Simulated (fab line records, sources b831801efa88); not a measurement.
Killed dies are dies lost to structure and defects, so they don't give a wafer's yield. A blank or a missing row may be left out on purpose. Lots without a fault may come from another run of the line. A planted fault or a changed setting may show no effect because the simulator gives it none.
A struck lot beside a sound one | flow sky130 | 23 steps out of a route of 708
Sound: wafers L276.2, L276.3, L276.5. Struck: wafers L279.1, L279.2, L279.5. The cause comes at the end.
At each step with rows: each side's tool, then ch and its chambers, then its first start. Under that, the readings that differ: sound wafers | struck wafers | difference of the means | sigmas: that difference in standard deviations of wafers without a fault.
alike: readings whose means differ by less than 2 such deviations, and words and numbers that are the same on both sides. not compared: withheld readings, readings that some wafer has no value for, bounds like >300 that may hide the same value, and numbers for which the record gives no deviation and whose values overlap.
The two part at a step that has a row with sigmas, a row that says differs or no value, or rows on one side only. Numbers that don't overlap but have no deviation are shown without sigmas and don't part them. A reading that every wafer of one side lacks parts them only if that side has two wafers or more.

first, 1 step without rows for these wafers: SKY_POLY_GATE_OXIDATION_20 (stabilise 600 s, purge 300 s, target thk 4 nm).
SKY_POLY_GATE_THK_MEAS_21:
  sound on film_metro-02, day 19 09:26; struck on film_metro-01, day 20 12:05
  alike: POLY_GATE_OXIDATION_THK
SKY_POLY_GATE_CD_MEAS_22:
  sound on cd_sem-01, day 19 09:30; struck on cd_sem-02, day 20 12:08
  reading    | sound             | struck            | difference | sigmas
  cd_nm (nm) | 148.1 144.5 144.1 | 148.9 151.9 151.8 | +5.3       | +2
then, 7 steps without rows for these wafers: SKY_LDD_N_DEHYDRATE_00 (time 60 s); SKY_LDD_N_HMDS_01 (prime time 60 s); SKY_LDD_N_COAT_02 (resist thk 300 nm); SKY_LDD_N_SOFTBAKE_03 (time 60 s); SKY_LDD_N_EXPOSE_04 (exposes mask NTM, target cd 840 nm); SKY_LDD_N_PEB_05; SKY_LDD_N_DEVELOP_06 (develop time 60 s).
SKY_LDD_N_OVL_MEAS_07:
  sound on overlay-02, day 20 16:40; struck on overlay-02, day 21 19:02
  alike: LDD_N_OVL
then, 1 step without rows for these wafers: SKY_LDD_N_IMPLANT_08.
SKY_LDD_N_IMPLANT_09:
  sound on implanter-01 ch 0, day 20 16:53; struck on implanter-01 ch 0, day 21 19:13
  reading            | sound                         | struck                       | difference | sigmas
  dose_ions_cm2      | 7.492e+13 7.483e+13 7.489e+13 | 3.066e+13 3.07e+13 3.062e+13 | -4.422e+13 | -99 or more
  faraday_current_uA | 422 419 417                   | 174 173 170                  | -247       | -31
  alike: rotation_deg
then, 6 steps without rows for these wafers: SKY_LDD_N_IMPLANT_10; SKY_LDD_N_IMPLANT_11; SKY_LDD_N_IMPLANT_12; SKY_LDD_N_IMPLANT_13; SKY_LDD_N_IMPLANT_14; SKY_LDD_N_IMPLANT_15.
SKY_LDD_N_STRIP_16: strips in O2/N2.
  sound on plasma_asher-03 ch 1, day 20 17:54; struck on plasma_asher-03 ch 0,1, day 21 20:16
  reading                      | sound             | struck            | difference | sigmas
  strip_time_to_endpoint_s (s) | 4.314 4.329 4.314 | 4.191 4.203 4.202 | -0.120     | -10
  alike: drypump_motor_current_A, oes_product_au
  not compared: rf_hours_counter_h
SKY_LDD_N_TW_MEAS_17:
  sound on film_metro-03, day 20 18:01; struck on film_metro-01, day 21 20:22
  reading  | sound          | struck         | difference | sigmas
  LDD_N_TW | 2609 2627 2623 | 2539 2510 2513 | -99        | -7
then, 1 step without rows for these wafers: SKY_LDD_P_DEHYDRATE_00 (time 60 s).
-- the record jumps here: 27 days lie between the struck wafers' starts before and after (it left off in module LDD_P and takes up again in module PAD_OPEN, whose first step shown is number 708 of the route) --
SKY_PAD_OPEN_PROBE_99:
  sound on prober-01, day 48 05:38; struck on prober-02, day 48 13:28
  reading                     | sound             | struck            | difference | sigmas
  model.etest.tip_n.rs_ohm_sq | 440.1 442.1 439.8 | 495.7 492.9 496.1 | +54.2      |
  alike: killed_at_M0_to_M3, killed_at_M4_up, killed_at_contacts, killed_at_front_end, killed_at_other, killed_dies, killed_open, killed_short

WHERE THEY PART
First at SKY_POLY_GATE_CD_MEAS_22; last, within this record, at SKY_LDD_N_TW_MEAS_17. Later steps at which nothing parts them and some readings are alike: SKY_PAD_OPEN_PROBE_99.

WHY: what the simulator had put in
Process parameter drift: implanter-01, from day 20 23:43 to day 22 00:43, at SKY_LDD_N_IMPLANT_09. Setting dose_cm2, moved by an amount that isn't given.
